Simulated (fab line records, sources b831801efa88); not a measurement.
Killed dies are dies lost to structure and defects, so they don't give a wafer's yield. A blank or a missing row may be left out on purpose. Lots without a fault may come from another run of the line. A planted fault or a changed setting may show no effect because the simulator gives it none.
Which tool did it? | flow gf180mcu | 14 lots, 42 wafers sampled, at 2 steps of a route of 602

WHAT THE GAUGES READ, wafer by wafer
GF_V1_THK_MEAS_01. Usual: V1_CVD_00_THK 601 nm, standard deviation 5.8.
lot  | measured     | on            | V1_CVD_00_THK (nm) | flag
L134 | day 17 00:14 | film_metro-01 | 605 609 604        |
L135 | day 17 11:44 | film_metro-01 | 607 599 614        |
L136 | day 18 00:58 | film_metro-04 | 601 596 608        |
L137 | day 18 04:58 | film_metro-02 | 609 607 597        |
L138 | day 18 17:27 | film_metro-02 | 599 597 589        |
L139 | day 19 00:33 | film_metro-01 | 598 598 598        |
L141 | day 20 10:18 | film_metro-02 | 607 597 608        |
L142 | day 20 12:31 | film_metro-04 | 600 597 594        |
L143 | day 20 19:03 | film_metro-02 | 606 594 609        |
L144 | day 21 08:44 | film_metro-04 | 594 589 602        |
L149 | day 23 03:34 | film_metro-04 | 602 600 610        |
L153 | day 23 23:28 | film_metro-04 | 600 602 602        |
L156 | day 24 22:25 | film_metro-04 | 597 605 601        |
L157 | day 25 07:39 | film_metro-04 | 603 595 601        |

WHICH TOOL RAN EACH LOT (tool, then ch and the chambers of the sampled wafers, then the start)
lot  | GF_DNWELL_STRIP_08
L134 | plasma_asher-04 ch 0,1, day 2 18:40
L135 | plasma_asher-02 ch 0,1, day 3 01:19
L136 | plasma_asher-03 ch 0,1, day 3 05:34
L137 | plasma_asher-02 ch 0,1, day 3 10:25
L138 | plasma_asher-04 ch 1, day 3 16:31
L139 | plasma_asher-02 ch 0,1, day 3 19:58
L141 | plasma_asher-03 ch 0,1, day 4 10:13
L142 | plasma_asher-03 ch 0, day 4 11:49
L143 | plasma_asher-03 ch 0,1, day 4 16:31
L144 | plasma_asher-03 ch 0,1, day 5 01:01
L149 | plasma_asher-03 ch 0,1, day 6 02:22
L153 | plasma_asher-04 ch 0,1, day 6 23:37
L156 | plasma_asher-04 ch 0,1, day 7 15:43
L157 | plasma_asher-02 ch 0,1, day 7 21:52
- GF_DNWELL_STRIP_08: strips in O2/N2.

WHAT THE TOOLS THEMSELVES READ (means of the sampled wafers that have a number; where no wafer has one, the mark that the record gives instead)
GF_DNWELL_STRIP_08. Usual: chamber_pressure_mTorr 1500.0 mTorr, standard deviation 1.3; drypump_motor_current_A 5.9 A, standard deviation 0.44; heater_power_w 343 W, standard deviation 30; oes_product_au 0.722 a.u., standard deviation 0.0046; strip_time_to_endpoint_s 36.93 s, standard deviation 0.12.
lot  | tool            | chamber_pressure_mTorr (mTorr) | drypump_motor_current_A (A) | heater_power_w (W) | oes_product_au (a.u.) | strip_time_to_endpoint_s (s) | flag
L134 | plasma_asher-04 | 1501.0                         | 5.9                         | 343                | 0.722                 | 37.00                        |
L135 | plasma_asher-02 | 1499.7                         | 6.4                         | 323                | 0.725                 | 36.87                        |
L136 | plasma_asher-03 | 1501.2                         | 5.4                         | 332                | 0.716                 | 37.20                        |
L137 | plasma_asher-02 | 1499.3                         | 6.1                         | 339                | 0.721                 | 36.64                        |
L138 | plasma_asher-04 | 1499.7                         | 6.2                         | 388                | 0.718                 | 36.72                        |
L139 | plasma_asher-02 | 1501.9                         | 6.4                         | 326                | 0.720                 | 37.00                        |
L141 | plasma_asher-03 | 1500.9                         | 5.6                         | 358                | 0.725                 | 36.92                        |
L142 | plasma_asher-03 | 1499.5                         | 5.3                         | 316                | 0.717                 | 36.95                        |
L143 | plasma_asher-03 | 1500.6                         | 5.4                         | 342                | 0.721                 | 36.74                        |
L144 | plasma_asher-03 | 1500.4                         | 5.4                         | 338                | 0.720                 | 36.95                        |
L149 | plasma_asher-03 | 1500.6                         | 5.4                         | 335                | 0.723                 | 36.88                        |
L153 | plasma_asher-04 | 1499.5                         | 6.1                         | 365                | 0.723                 | 36.98                        |
L156 | plasma_asher-04 | 1499.6                         | 5.9                         | 346                | 0.723                 | 36.77                        |
L157 | plasma_asher-02 | 1500.1                         | 6.1                         | 335                | 0.725                 | 36.89                        |

THE ANSWER, worked out from the rows above alone
Rule: a lot is off if the mean of its wafers that have a number lies more than 3 standard deviations from the usual mean. A lot without any number at a reading at which 4 lots or more have one is off too. The other lots that the step has rows for count as sound. The gauges are gone through in route order, then the tools' own readings, and for those a lot's mean is taken as printed above. The first step at which some lot is off is used, and at that step the reading that is off furthest; a lot without a number counts as furthest.
No lot is off at any reading shown: from this, nothing can be told.

WHAT THE SIMULATOR HAD PUT IN
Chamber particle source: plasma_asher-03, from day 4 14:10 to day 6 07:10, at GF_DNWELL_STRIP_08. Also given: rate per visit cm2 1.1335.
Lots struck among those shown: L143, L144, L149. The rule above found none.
